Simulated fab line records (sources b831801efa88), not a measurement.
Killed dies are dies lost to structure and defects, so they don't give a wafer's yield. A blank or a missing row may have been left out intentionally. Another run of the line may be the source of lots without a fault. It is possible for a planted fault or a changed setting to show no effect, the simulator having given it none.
Which of the tools did it? || flow sky130 || 7 lots with 21 wafers sampled at 2 steps, on a route of 708 steps

== WHAT THE GAUGES SHOWED, per wafer ==
SKY_POLY_GATE_CD_MEAS_22.
{"lot": "L845", "measured": "day 16 23:38", "on": "cd-sem-01", "cd-nm (nm)": "151.6 146.8 146.4"}
{"lot": "L847", "measured": "day 17 16:55", "on": "cd-sem-02", "cd-nm (nm)": "151.4 149.3 150.7"}
{"lot": "L853", "measured": "day 20 15:20", "on": "cd-sem-02", "cd-nm (nm)": "- - -"}
{"lot": "L855", "measured": "day 20 21:38", "on": "cd-sem-01", "cd-nm (nm)": "- - -"}
{"lot": "L861", "measured": "day 23 04:19", "on": "cd-sem-01", "cd-nm (nm)": "152.9 150.1 152.2"}
{"lot": "L863", "measured": "day 23 16:51", "on": "cd-sem-01", "cd-nm (nm)": "152.3 157.1 151.4"}
{"lot": "L865", "measured": "day 24 11:05", "on": "cd-sem-02", "cd-nm (nm)": "150.6 149.3 147.1"}

== WHAT TOOL EACH LOT RAN ON (gives the tool, then ch and the chambers of the sampled wafers, and finally the start) ==
{"lot": "L845", "SKY_POLY_GATE_DEVELOP_12": "litho-track-01 ch 0, day 16 21:00"}
{"lot": "L847", "SKY_POLY_GATE_DEVELOP_12": "litho-track-02 ch 0, day 17 14:00"}
{"lot": "L853", "SKY_POLY_GATE_DEVELOP_12": "litho-track-04, day 20 13:00"}
{"lot": "L855", "SKY_POLY_GATE_DEVELOP_12": "litho-track-04, day 20 19:00"}
{"lot": "L861", "SKY_POLY_GATE_DEVELOP_12": "litho-track-01 ch 0, day 23 02:00"}
{"lot": "L863", "SKY_POLY_GATE_DEVELOP_12": "litho-track-04 ch 0, day 23 14:00"}
{"lot": "L865", "SKY_POLY_GATE_DEVELOP_12": "litho-track-02 ch 0, day 24 09:00"}
- SKY_POLY_GATE_DEVELOP_12: develop time 60 s.

== THE ANSWER, worked out from the rows above alone ==
Rule: the usual values come from the lots themselves. Put in order of their means at a reading, lots are off if they are a third of the lots or fewer, leave a main group of 4 or more, and stand apart from it by a gap of 3 or more times the standard deviation of the main group's means; of several such gaps the widest counts. A main group is skipped when, at the precision printed for the reading in the tables above, its means are all equal. Also off: a lot with no number at a reading for which 4 or more lots have one. Any other lot the step has rows for is counted as sound.
Off: L853, L855 (SKY_POLY_GATE_CD_MEAS_22, cd-nm). Without a number there: L853, L855. The main group: mean 150.6 nm, standard deviation 1.9.
If a tool, at a process step before that reading, ran all the lots that are off and no sound lot after the first of them, it fits. Gauges at SKY_POLY_GATE_CD_MEAS_22: tried the same way as those tools. None of those tried fits.

== WHAT THE SIMULATOR HAD PUT IN ==
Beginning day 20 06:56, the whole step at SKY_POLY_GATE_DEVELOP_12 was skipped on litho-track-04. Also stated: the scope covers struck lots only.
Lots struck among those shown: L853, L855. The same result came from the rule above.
